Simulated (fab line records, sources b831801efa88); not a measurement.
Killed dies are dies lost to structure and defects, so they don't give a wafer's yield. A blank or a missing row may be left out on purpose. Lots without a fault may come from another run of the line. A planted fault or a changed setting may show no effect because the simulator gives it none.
One fault seen from 2 desks | flow sky130 | each desk has only its own numbers; what lay behind them comes last

THE TOOL OWNER'S DESK: implanter-01
The tool's own readings at SKY_LDD_N_IMPLANT_08: means of the sampled wafers that have a number, for each lot that ran on this tool. A lot is out of limits, marked OUT, if its mean lies more than 4 standard deviations from the usual mean; the brackets give that distance.
Columns: A = beam_on_s at SKY_LDD_N_IMPLANT_08, usual 10.03 s; B = dose_ions_cm2 at SKY_LDD_N_IMPLANT_08, usual 7.502e+13; C = faraday_current_uA at SKY_LDD_N_IMPLANT_08, usual 421
lot  | first seen here | A                       | B                           | C
L767 | day 18 23:27    | 9.95                    | 7.499e+13                   | 425
L768 | day 19 10:45    | 10.17                   | 7.507e+13                   | 415
L774 | day 21 13:30    | 80.61 (+99 or more) OUT | 7.023e+14 (+99 or more) OUT | 491 (+8.5) OUT
L775 | day 21 22:23    | 79.36 (+99 or more) OUT | 7.023e+14 (+99 or more) OUT | 499 (+9.6) OUT
L785 | day 25 09:10    | 9.86                    | 7.499e+13                   | 428
L787 | day 25 18:23    | 10.24                   | 7.496e+13                   | 414
This desk's finding: out of limits on L774, L775; first on L774, day 21 13:30 (beam_on_s at SKY_LDD_N_IMPLANT_08). In limits: L767, L768, L785, L787.

THE METROLOGY DESK
What the gauges read, lot by lot, whatever tool the lot ran on: means of the sampled wafers that have a number. A lot is out of limits, marked OUT, if its mean lies more than 4 standard deviations from the usual mean; the brackets give that distance.
Columns: A = LDD_N_TW at SKY_LDD_N_TW_MEAS_17, usual 2594
lot  | first seen here | A
L767 | day 19 00:45    | 2612
L768 | day 19 12:03    | 2621
L770 | day 20 00:49    | 2601
L774 | day 21 14:48    | 3009 (+28) OUT
L775 | day 21 23:41    | 3027 (+29) OUT
L776 | day 22 09:28    | 2580
L782 | day 24 15:30    | 2593
L785 | day 25 11:40    | 2598
L786 | day 25 17:38    | 2580
L787 | day 25 19:41    | 2587
This desk's finding: out of limits on L774, L775; first on L774, day 21 14:48 (LDD_N_TW at SKY_LDD_N_TW_MEAS_17). In limits: L767, L768, L770, L776, L782, L785, L786, L787.

PUT TOGETHER
The tool owner's desk could have raised an alarm at day 21 13:30, on L774, L775.
The metrology desk could have raised an alarm at day 21 14:48, on L774, L775.
Of the lots named, all ran SKY_LDD_N_IMPLANT_08 on implanter-01.

WHAT THE SIMULATOR HAD PUT IN
Process parameter drift: implanter-01, from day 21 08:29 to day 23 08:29, at SKY_LDD_N_IMPLANT_08. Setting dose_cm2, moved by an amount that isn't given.
Lots struck among those shown: L774, L775.
Hours from the fault's start to each desk's first reading out of limits: the tool owner's desk, 5; the metrology desk, 6.
